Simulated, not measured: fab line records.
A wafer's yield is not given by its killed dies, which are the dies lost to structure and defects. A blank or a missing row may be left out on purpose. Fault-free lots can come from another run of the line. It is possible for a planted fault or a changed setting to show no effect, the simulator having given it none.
The tool behind it: which one? || flow sky130 || 10 lots with 30 wafers sampled at 2 steps, on a route of 708 steps

== WHAT THE GAUGES SHOWED, per wafer ==
SKY_VIA2_RS_MEAS_22: measures by four-point-probe.
{"lot": "L986", "measured": "day 37 12:07", "on": "filmMetro-01", "VIA2_W_RS (ohm/sq)": "0.274 0.280 0.278"}
{"lot": "L987", "measured": "day 37 14:17", "on": "filmMetro-02", "VIA2_W_RS (ohm/sq)": "0.283 0.261 0.262"}
{"lot": "L988", "measured": "day 37 17:22", "on": "filmMetro-01", "VIA2_W_RS (ohm/sq)": "0.275 0.275 0.279"}
{"lot": "L994", "measured": "day 39 13:40", "on": "filmMetro-03", "VIA2_W_RS (ohm/sq)": "0.282 0.264 0.279"}
{"lot": "L997", "measured": "day 40 04:23", "on": "filmMetro-03", "VIA2_W_RS (ohm/sq)": "0.270 0.271 0.273"}
{"lot": "L999", "measured": "day 41 10:31", "on": "filmMetro-02", "VIA2_W_RS (ohm/sq)": "0.278 0.279 0.263"}
{"lot": "L104", "measured": "day 43 07:07", "on": "filmMetro-01", "VIA2_W_RS (ohm/sq)": "0.272 0.272 0.270"}
{"lot": "L107", "measured": "day 43 11:29", "on": "filmMetro-03", "VIA2_W_RS (ohm/sq)": "0.272 0.276 0.274"}
{"lot": "L106", "measured": "day 43 12:23", "on": "filmMetro-02", "VIA2_W_RS (ohm/sq)": "0.180 0.187 0.179"}
{"lot": "L109", "measured": "day 43 23:46", "on": "filmMetro-03", "VIA2_W_RS (ohm/sq)": "0.187 0.187 0.188"}

== TOOL THAT RAN EACH LOT (tool first, then ch and the chambers of the sampled wafers, then the start) ==
{"lot": "L986", "SKY_VIA2_CVD_21": "cvdW-02 ch 0, day 37 11:59"}
{"lot": "L987", "SKY_VIA2_CVD_21": "cvdW-02 ch 0,1, day 37 14:09"}
{"lot": "L988", "SKY_VIA2_CVD_21": "cvdW-01 ch 0,1, day 37 17:14"}
{"lot": "L994", "SKY_VIA2_CVD_21": "cvdW-02 ch 0,1, day 39 13:32"}
{"lot": "L997", "SKY_VIA2_CVD_21": "cvdW-01 ch 0,1, day 40 04:16"}
{"lot": "L999", "SKY_VIA2_CVD_21": "cvdW-02 ch 0,1, day 41 10:23"}
{"lot": "L104", "SKY_VIA2_CVD_21": "cvdW-01 ch 0,1, day 43 06:59"}
{"lot": "L107", "SKY_VIA2_CVD_21": "cvdW-01 ch 0,1, day 43 11:22"}
{"lot": "L106", "SKY_VIA2_CVD_21": "cvdW-02 ch 0,1, day 43 12:14"}
{"lot": "L109", "SKY_VIA2_CVD_21": "cvdW-02 ch 0, day 43 23:31"}
- SKY_VIA2_CVD_21: deposits W, target thk 420 nm, time 126.4 s.

== THE ANSWER, worked out from the rows above alone ==
Rule: usual is defined by the lots themselves. Put in order of their means at a reading, lots are off if they are a third of the lots or fewer, leave a main group of 4 or more, and stand apart from it by a gap of 3 or more times the standard deviation of the main group's means; of several such gaps the widest counts. Not used: any main group whose means are identical at the precision the tables above print for the reading. Also off: a lot with no number at a reading for which 4 or more lots have one. Any other lot the step has rows for is counted as sound.
Off: at SKY_VIA2_RS_MEAS_22 (VIA2_W_RS), L106, L109. Mean 0.273 ohm/sq and standard deviation 0.0027 in the main group.
A tool fits if, at a process step before that reading, it ran every lot that is off, and no sound lot after the first of them. Gauges at SKY_VIA2_RS_MEAS_22: tried the same way as those tools. One fits: cvdW-02 at SKY_VIA2_CVD_21. Its last sound lot is L999 (day 41 10:23), its first lot that is off L106 (day 43 12:14): a fault that began between those two fits.

== WHAT HAD BEEN PUT IN BY THE SIMULATOR ==
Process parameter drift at SKY_VIA2_CVD_21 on cvdW-02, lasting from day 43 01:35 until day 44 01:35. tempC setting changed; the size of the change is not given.
Struck lots among those shown: L106, L109. The same result came from the rule above.
